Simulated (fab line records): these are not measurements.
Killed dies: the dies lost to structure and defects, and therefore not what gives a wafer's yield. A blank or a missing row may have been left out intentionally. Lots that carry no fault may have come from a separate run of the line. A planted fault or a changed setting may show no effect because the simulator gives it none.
Which tool was responsible? | flow sky130 | Sampling: 12 lots, 36 wafers, 6 of 708 route steps

WHAT EACH GAUGE READ, for each wafer
SKY_DNWELL_TW_MEAS_09. Usual: for DNWELL_TW the level is 1106 and the standard deviation is 16.
lot  | measured    | on           | DNWELL_TW      | flag
L111 | day 3 14:06 | filmMetro-04 | 1134 1129 1134 | 
L114 | day 3 22:52 | filmMetro-03 | 1097 1089 1094 | 
L115 | day 4 07:55 | filmMetro-01 | 1102 1097 1107 | 
L116 | day 4 12:26 | filmMetro-04 | 1126 1131 1127 | 
L117 | day 4 16:04 | filmMetro-03 | 1102 1101 1092 | 
L121 | day 5 15:03 | filmMetro-04 | 1124 1133 1129 | 
L123 | day 6 04:17 | filmMetro-01 | 1094 1100 1096 | 
L124 | day 6 09:17 | filmMetro-01 | 1102 1104 1103 | 
L128 | day 7 01:24 | filmMetro-01 | 1104 1106 1101 | 
L129 | day 7 08:56 | filmMetro-01 | 1098 1101 1099 | 
L132 | day 8 02:26 | filmMetro-04 | 1133 1123 1132 | 
L133 | day 8 04:26 | filmMetro-03 | 1092 1087 1092 | 

SKY_PWDE_TW_MEAS_10. Usual: for PWDE_TW the level is 371 and the standard deviation is 5.2.
lot  | measured    | on           | PWDE_TW     | flag
L111 | day 4 09:08 | filmMetro-04 | 377 377 378 | 
L114 | day 4 16:25 | filmMetro-04 | 378 379 380 | 
L115 | day 5 01:37 | filmMetro-04 | 378 380 380 | 
L116 | day 5 06:19 | filmMetro-04 | 376 377 379 | 
L117 | day 5 09:47 | filmMetro-03 | 365 365 366 | 
L121 | day 6 09:44 | filmMetro-03 | 266 266 267 | OFF
L123 | day 7 00:38 | filmMetro-03 | 365 367 370 | 
L124 | day 7 06:16 | filmMetro-04 | 275 276 276 | OFF
L128 | day 7 21:56 | filmMetro-01 | 368 369 370 | 
L129 | day 8 05:46 | filmMetro-01 | 369 368 370 | 
L132 | day 8 23:07 | filmMetro-04 | 379 381 380 | 
L133 | day 9 02:22 | filmMetro-01 | 370 369 369 | 

SKY_NWELL_RS_MEAS_31: measures by four-point-probe. Usual: for PWDE_RS the level is 5269 ohm/sq and the standard deviation is 17.
lot  | measured     | on           | PWDE_RS (ohm/sq) | flag
L111 | day 5 21:44  | filmMetro-03 | 5252 5249 5241   | 
L114 | day 6 06:55  | filmMetro-04 | 5266 5275 5249   | 
L115 | day 6 17:11  | filmMetro-03 | 5247 5235 5240   | 
L116 | day 6 20:35  | filmMetro-03 | 5269 5268 5262   | 
L117 | day 7 01:17  | filmMetro-03 | 5294 5304 5284   | 
L121 | day 8 04:17  | filmMetro-01 | - - -            | OFF
L123 | day 8 20:23  | filmMetro-04 | 5264 5278 5260   | 
L124 | day 9 02:00  | filmMetro-01 | - - -            | OFF
L128 | day 9 19:35  | filmMetro-01 | 5300 5281 5305   | 
L129 | day 10 03:39 | filmMetro-03 | 5233 5229 5221   | 
L132 | day 10 22:41 | filmMetro-03 | 5293 5286 5274   | 
L133 | day 11 01:28 | filmMetro-03 | 5262 5280 5272   | 

SKY_SONOS_TUNNEL_TW_MEAS_12. Usual: for SONOS_TUNNEL_TW the level is 198.4 and the standard deviation is 2.
lot  | measured     | on           | SONOS_TUNNEL_TW   | flag
L111 | day 12 10:37 | filmMetro-02 | 198.5 199.1 199.3 | 
L114 | day 12 20:33 | filmMetro-04 | 199.6 200.1 199.6 | 
L115 | day 13 09:47 | filmMetro-02 | 199.1 200.1 200.0 | 
L116 | day 13 14:24 | filmMetro-01 | 194.8 194.7 195.2 | 
L117 | day 13 19:27 | filmMetro-02 | 199.8 198.6 200.2 | 
L121 | day 15 06:58 | filmMetro-01 | 195.2 194.5 195.3 | 
L123 | day 16 05:05 | filmMetro-04 | 199.9 199.0 200.5 | 
L124 | day 16 12:05 | filmMetro-02 | 199.0 199.9 199.1 | 
L128 | day 17 12:34 | filmMetro-04 | 200.9 199.9 200.0 | 
L129 | day 17 22:29 | filmMetro-01 | 194.2 195.2 193.7 | 
L132 | day 18 23:10 | filmMetro-02 | 198.4 198.3 199.0 | 
L133 | day 19 01:01 | filmMetro-01 | 193.7 195.9 195.7 | 

SKY_RES_XHIGH_TW_MEAS_09. Usual: for RES_XHIGH_TW the level is 1634 and the standard deviation is 18.
lot  | measured     | on           | RES_XHIGH_TW   | flag
L111 | day 28 02:50 | filmMetro-03 | 1612 1603 1607 | 
L114 | day 28 17:49 | filmMetro-01 | 1631 1627 1633 | 
L115 | day 29 03:58 | filmMetro-01 | 1632 1638 1621 | 
L116 | day 29 15:14 | filmMetro-02 | 1676 1670 1670 | 
L117 | day 29 23:18 | filmMetro-01 | 1632 1632 1627 | 
L121 | day 31 08:59 | filmMetro-01 | 1616 1625 1616 | 
L123 | day 32 06:10 | filmMetro-03 | 1611 1604 1610 | 
L124 | day 32 09:52 | filmMetro-03 | 1618 1616 1607 | 
L128 | day 33 08:14 | filmMetro-02 | 1647 1652 1647 | 
L129 | day 33 19:46 | filmMetro-02 | 1646 1644 1648 | 
L132 | day 34 19:13 | filmMetro-03 | 1626 1621 1640 | 
L133 | day 34 14:19 | filmMetro-01 | 1620 1619 1620 | 

WHAT TOOL EACH LOT RAN ON (gives the tool, then ch and the chambers of the sampled wafers, and finally the start)
lot  | SKY_PWDE_IMPLANT_08
L111 | implanter-02 ch 0, day 4 08:54
L114 | implanter-04 ch 0, day 4 16:10
L115 | implanter-02 ch 0, day 5 01:22
L116 | implanter-03 ch 0, day 5 06:04
L117 | implanter-03 ch 0, day 5 09:34
L121 | implanter-03 ch 0, day 6 09:30
L123 | implanter-02 ch 0, day 7 00:26
L124 | implanter-03 ch 0, day 7 06:01
L128 | implanter-02 ch 0, day 7 21:42
L129 | implanter-02 ch 0, day 8 05:31
L132 | implanter-02 ch 0, day 8 22:52
L133 | implanter-02 ch 0, day 9 02:07
- SKY_PWDE_IMPLANT_08

WHAT THE TOOLS THEMSELVES READ (means of the sampled wafers that have a number; where no wafer has one, the mark that the record gives instead)
SKY_PWDE_IMPLANT_08. Usual: doseIonsCm2 3.6e+12, standard deviation 4.7e+09; faradayCurrentUA 20.3, standard deviation 0.39.
lot  | tool         | doseIonsCm2 | faradayCurrentUA | flag
L111 | implanter-02 | 3.6e+12     | 20.3             | 
L114 | implanter-04 | 3.6e+12     | 20.4             | 
L115 | implanter-02 | 3.6e+12     | 20.2             | 
L116 | implanter-03 | 3.6e+12     | 20.5             | 
L117 | implanter-03 | 3.6e+12     | 20.6             | 
L121 | implanter-03 | 1.2e+12     | 6.9              | OFF
L123 | implanter-02 | 3.6e+12     | 20.5             | 
L124 | implanter-03 | 1.2e+12     | 7.0              | OFF
L128 | implanter-02 | 3.6e+12     | 20.4             | 
L129 | implanter-02 | 3.6e+12     | 20.2             | 
L132 | implanter-02 | 3.6e+12     | 20.5             | 
L133 | implanter-02 | 3.6e+12     | 20.7             | 

THE ANSWER, worked out from the rows above alone
Rule: take the mean of a lot's wafers that have a number; if it is more than 3 standard deviations from the usual mean, the lot is off. Also off: a lot with no number at a reading for which 4 or more lots have one. Any other lot the step has rows for is counted as sound. The gauges are gone through in route order, then the tools' own readings, and for those a lot's mean is taken as printed above. The first step at which some lot is off is used, and at that step the reading that is off furthest; a lot without a number counts as furthest.
Off: L121, L124, at SKY_PWDE_TW_MEAS_10 (PWDE_TW).
A tool fits if, at a process step before that reading, it ran every lot that is off, and no sound lot after the first of them. Not tried: the gauges at SKY_PWDE_TW_MEAS_10; whatever is off there is also off at SKY_NWELL_RS_MEAS_31, on other tools, and gauge error can't account for it. One fits: implanter-03 at SKY_PWDE_IMPLANT_08. Its last sound lot is L117 (day 5 09:34), its first lot that is off L121 (day 6 09:30): a fault that began between those two fits.
The tool's own readings at SKY_PWDE_IMPLANT_08 bear it out: on the lots that are off they differ by more than 5 times the standard deviation of the sound lots' means. doseIonsCm2 reads 1.2e+12 there against 3.6e+12 on the sound lots; faradayCurrentUA reads 7.0 there against 20.4 on the sound lots.

WHAT THE SIMULATOR PUT IN
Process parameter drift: implanter-03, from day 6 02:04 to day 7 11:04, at SKY_PWDE_IMPLANT_08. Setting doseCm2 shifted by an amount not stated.
Lots struck among those shown: L121, L124. The rule above found the same.
